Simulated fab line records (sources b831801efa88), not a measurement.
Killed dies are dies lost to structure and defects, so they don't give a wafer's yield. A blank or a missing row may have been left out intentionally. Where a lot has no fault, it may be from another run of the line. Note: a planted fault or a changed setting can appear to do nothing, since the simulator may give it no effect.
The tool behind it: which one?    flow gf180mcu    Sampling: 6 lots, 18 wafers, 4 of 602 route steps

== WHAT THE GAUGES SHOWED, per wafer ==
GF_CONTACT_CD_MEAS_14: target cd 220 nm.
lot   measured      on        cdNm (nm)
L593  day 16 09:20  cdSem-01  221.9 219.8 220.7
L595  day 17 06:35  cdSem-01  219.2 217.9 218.7
L597  day 18 03:35  cdSem-02  220.2 220.8 220.3
L599  day 19 03:28  cdSem-01  218.0 220.8 220.4
L606  day 21 10:35  cdSem-01  221.6 220.5 221.5
L609  day 22 10:43  cdSem-01  221.2 220.6 219.7

== TOOL THAT RAN EACH LOT (tool first, then ch and the chambers of the sampled wafers, then the start) ==
lot   GF_SALICIDE_RTA_06               GF_SALICIDE_RTA_08               GF_CONTACT_EXPOSE_11
L593  rtpAnneal-01 ch 0, day 15 10:56  rtpAnneal-02 ch 0, day 15 11:08  krfScanner-02 ch 0, day 15 22:46
L595  rtpAnneal-01 ch 0, day 16 07:19  rtpAnneal-02 ch 0, day 16 07:35  krfScanner-02 ch 0, day 16 19:38
L597  rtpAnneal-02 ch 0, day 17 03:20  rtpAnneal-02 ch 0, day 17 03:32  krfScanner-01 ch 0, day 17 15:58
L599  rtpAnneal-02 ch 0, day 18 01:59  rtpAnneal-01 ch 0, day 18 02:26  krfScanner-01 ch 0, day 18 15:12
L606  rtpAnneal-02 ch 0, day 20 09:59  rtpAnneal-01 ch 0, day 20 10:11  krfScanner-02 ch 0, day 20 22:53
L609  rtpAnneal-01 ch 0, day 21 09:53  rtpAnneal-02 ch 0, day 21 10:05  krfScanner-02 ch 0, day 21 22:52
- GF_SALICIDE_RTA_06: time 30 s.
- GF_SALICIDE_RTA_08: time 30 s.
- GF_CONTACT_EXPOSE_11: exposes mask Contact, target cd 220 nm.

== THE ANSWER, worked out from the rows above alone ==
Rule: what is usual is taken from the lots themselves. The widest of any qualifying gaps counts: lots, ordered by their means at a reading, are off when they make up no more than a third of the lots, leave a main group of 4 or more, and stand apart from it by 3 or more times the standard deviation of that group's means. A main group whose means are all the same, to the digits that the tables above print for the reading, isn't used. A lot without any number at a reading at which 4 lots or more have one is off too. Any other lot the step has rows for is counted as sound.
None of the lots is off at any reading shown; this tells nothing.

== WHAT WAS PUT IN BY THE SIMULATOR ==
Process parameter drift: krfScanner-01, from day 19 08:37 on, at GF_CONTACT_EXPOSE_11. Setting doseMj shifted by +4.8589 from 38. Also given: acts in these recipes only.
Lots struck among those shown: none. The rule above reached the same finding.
